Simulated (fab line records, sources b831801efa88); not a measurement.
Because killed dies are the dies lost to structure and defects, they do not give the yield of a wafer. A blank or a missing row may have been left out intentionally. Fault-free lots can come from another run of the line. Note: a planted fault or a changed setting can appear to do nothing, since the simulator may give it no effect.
A lot that was struck, set against a sound lot || flow sky130 || 15 steps out of a route of 708
Sound: wafers L256.3, L256.4, L256.5. Wafers L275.4, L275.5, L275.6 were the ones struck. Last of all comes the cause.
At each step with rows: each side's tool, then ch and its chambers, then its first start. Under that, the readings that differ: sound wafers || struck wafers || difference of the means || sigmas: that difference in standard deviations of wafers without a fault.
alike: a reading whose means differ by less than 2 such deviations, as well as words and numbers matching on both sides. not compared: withheld readings; readings where some wafer has no value; bounds like >300 that might hide an equal value; numbers whose values overlap and for which the record gives no deviation.
A row with sigmas, a row that says differs or no value, or rows on one side alone: a step with any of these is where the two part. Numbers that don't overlap but have no deviation are shown without sigmas and don't part them. Lack of a reading on every wafer of one side parts them only where that side has two or more wafers.

SKY_LI_CONTACT_SPUTTER_20: material TiN, target thk 20 nm, time 80 s.
  struck on pvd-sputter-04, day 35 15:44; sound on pvd-sputter-04, day 29 00:55
  alike: throttle-valve-pct
SKY_LI_CONTACT_CVD_21: deposits W, target thk 400 nm, time 120.56 s.
  sound on cvd-w-02 ch 0,1, day 29 01:02; struck on cvd-w-01 ch 0,1, day 35 15:50
  alike: heater-power-w
SKY_LI_CONTACT_RS_MEAS_22: measurement is done with a four-point probe.
  struck on film-metro-03, day 35 15:58; sound on film-metro-03, day 29 01:09
  alike: LI_CONTACT_W_RS
SKY_LI_CONTACT_THK_MEAS_23: measures by xrf.
  struck on film-metro-03, day 35 16:04; sound on film-metro-03, day 29 01:15
  alike: LI_CONTACT_W_THK
SKY_LI_CONTACT_CMP_24: polishes, stops on PSG, t overpolish 20 s, target thk 0 nm.
  sound on cmp-02 ch 0,1,3, day 29 01:17; struck on cmp-02 ch 0,1, day 35 16:08
  alike: motor-current-A, overpolish-run-s, slurry-flow-ml-min, time-to-endpoint-s
SKY_LOCAL_INTERCONNECT_SPUTTER_00: material TiN, target thk 100 nm, time 83.3 s.
  struck on pvd-sputter-02, day 35 16:23; sound on pvd-sputter-01, day 29 01:35
{"reading": "throttle-valve-pct (%)", "sound": "32.1 31.2 29.1", "struck": "28.2 28.3 28.6", "difference": -2.4, "sigmas": -2}
SKY_LOCAL_INTERCONNECT_RS_MEAS_01: measurement is done with a four-point probe.
  struck on film-metro-02, day 35 16:31; sound on film-metro-02, day 29 01:41
  alike: LOCAL_INTERCONNECT_TIN_RS
SKY_LOCAL_INTERCONNECT_THK_MEAS_02: measures by xrf.
  struck on film-metro-02, day 35 16:37; sound on film-metro-02, day 29 01:47
  alike: LOCAL_INTERCONNECT_TIN_THK
then, 4 steps without rows for these wafers: SKY_LOCAL_INTERCONNECT_DEHYDRATE_03 (time 60 s); SKY_LOCAL_INTERCONNECT_HMDS_04 (prime time 60 s); SKY_LOCAL_INTERCONNECT_COAT_05 (resist thk 60 nm); SKY_LOCAL_INTERCONNECT_COAT_06 (resist thk 450 nm).
SKY_LOCAL_INTERCONNECT_SOFTBAKE_07: time 90 s.
  sound on litho-track-04 ch 0, day 29 15:00; struck on litho-track-04 ch 0, day 36 05:00
{"reading": "run-length-s (s)", "sound": "119.00 118.93 119.07", "struck": "142.33 142.14 142.27", "difference": "+23.25", "sigmas": "+99 or more"}
  alike: chill-plate-temp-C
then, 1 step without rows for these wafers: SKY_LOCAL_INTERCONNECT_EXPOSE_08 (exposes mask LI1M, target cd 170 nm).
-- the record jumps here: 14 days lie between the struck wafers' starts before and after (it left off in module LOCAL_INTERCONNECT and takes up again in module PAD_OPEN, whose first step shown is number 708 of the route) --
SKY_PAD_OPEN_PROBE_99:
  struck on prober-01, day 50 11:18; sound on prober-01, day 45 21:17
  alike: killed_at_M0_to_M3, killed_at_M4_up, killed-at-contacts, killed-at-front-end, killed-at-other, killed-dies, killed-open, killed-short

WHERE THEY PART
Last at SKY_LOCAL_INTERCONNECT_SOFTBAKE_07 as far as this record goes, first at SKY_LOCAL_INTERCONNECT_SPUTTER_00. Later steps at which nothing parts them and some readings are alike: SKY_PAD_OPEN_PROBE_99.

WHY: whatever the simulator had introduced
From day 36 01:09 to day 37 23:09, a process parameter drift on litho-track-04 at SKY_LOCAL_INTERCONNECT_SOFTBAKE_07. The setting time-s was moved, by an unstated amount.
